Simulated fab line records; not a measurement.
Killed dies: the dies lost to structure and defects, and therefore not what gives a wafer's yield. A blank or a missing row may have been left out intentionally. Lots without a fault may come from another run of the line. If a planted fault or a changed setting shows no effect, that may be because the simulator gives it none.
Which tool was responsible?    flow sky130    13 lots, 39 wafers sampled, at 2 steps of a route of 708

## WHAT THE GAUGES READ, wafer by wafer
SKY_VIA4_THK_MEAS_01. Usual: VIA4_HDPCVD_THK 1750 nm, standard deviation 24.
lot   measured      on             VIA4_HDPCVD_THK (nm)  flag
L241  day 42 01:30  film metro-01  1712 1756 1766        
L242  day 42 08:29  film metro-02  1755 1753 1722        
L243  day 42 13:36  film metro-02  1727 1753 1767        
L245  day 42 22:20  film metro-02  1721 1785 1737        
L244  day 43 02:57  film metro-04  1779 1747 1728        
L253  day 45 11:40  film metro-02  1773 1741 1724        
L254  day 45 13:49  film metro-04  1751 1787 1754        
L256  day 46 09:13  film metro-02  1716 1716 1784        
L258  day 46 15:59  film metro-01  1724 1743 1734        
L261  day 47 16:13  film metro-04  1765 1737 1724        
L264  day 48 02:08  film metro-01  1752 1747 1734        
L262  day 48 01:46  film metro-01  1780 1749 1722        
L263  day 48 06:21  film metro-02  1792 1754 1762        

## WHICH TOOL RAN EACH LOT (tool, then ch and the chambers of the sampled wafers, then the start)
lot   SKY_LI_CONTACT_CVD_21
L241  cvd w-02 ch 0,1, day 29 09:04
L242  cvd w-01 ch 0,1, day 29 14:40
L243  cvd w-01 ch 0,1, day 30 00:41
L245  cvd w-02 ch 0,1, day 30 09:58
L244  cvd w-01 ch 0,1, day 30 12:07
L253  cvd w-01 ch 0,1, day 33 09:29
L254  cvd w-01 ch 0,1, day 33 16:50
L256  cvd w-02 ch 0,1, day 34 11:49
L258  cvd w-02 ch 1, day 34 23:07
L261  cvd w-02 ch 1, day 36 07:04
L264  cvd w-01 ch 0,1, day 36 17:51
L262  cvd w-01 ch 0, day 36 18:51
L263  cvd w-02 ch 0,1, day 36 21:12
- SKY_LI_CONTACT_CVD_21: deposits W, target thk 400 nm, time 120.56 s.

## WHAT THE TOOLS THEMSELVES READ (means of the sampled wafers that have a number; where no wafer has one, the mark that the record gives instead)
SKY_LI_CONTACT_CVD_21. Usual: heater power w 835 W, standard deviation 73.
lot   tool      heater power w (W)  flag
L241  cvd w-02  748                 
L242  cvd w-01  895                 
L243  cvd w-01  880                 
L245  cvd w-02  763                 
L244  cvd w-01  872                 
L253  cvd w-01  892                 
L254  cvd w-01  898                 
L256  cvd w-02  821                 
L258  cvd w-02  706                 
L261  cvd w-02  714                 
L264  cvd w-01  886                 
L262  cvd w-01  932                 
L263  cvd w-02  767                 

## THE ANSWER, worked out from the rows above alone
Rule: lot off if the mean of its wafers having a number is beyond 3 standard deviations from the usual mean. Also off: a lot with no number at a reading for which 4 or more lots have one. All remaining lots with rows at the step are treated as sound. The gauges are gone through in route order, then the tools' own readings, and for those a lot's mean is taken as printed above. At the first step where some lot is off, the reading lying furthest off is the one used; lots without a number count as furthest.
Nothing can be told from this: no lot is off at any reading shown.

## WHAT HAD BEEN PUT IN BY THE SIMULATOR
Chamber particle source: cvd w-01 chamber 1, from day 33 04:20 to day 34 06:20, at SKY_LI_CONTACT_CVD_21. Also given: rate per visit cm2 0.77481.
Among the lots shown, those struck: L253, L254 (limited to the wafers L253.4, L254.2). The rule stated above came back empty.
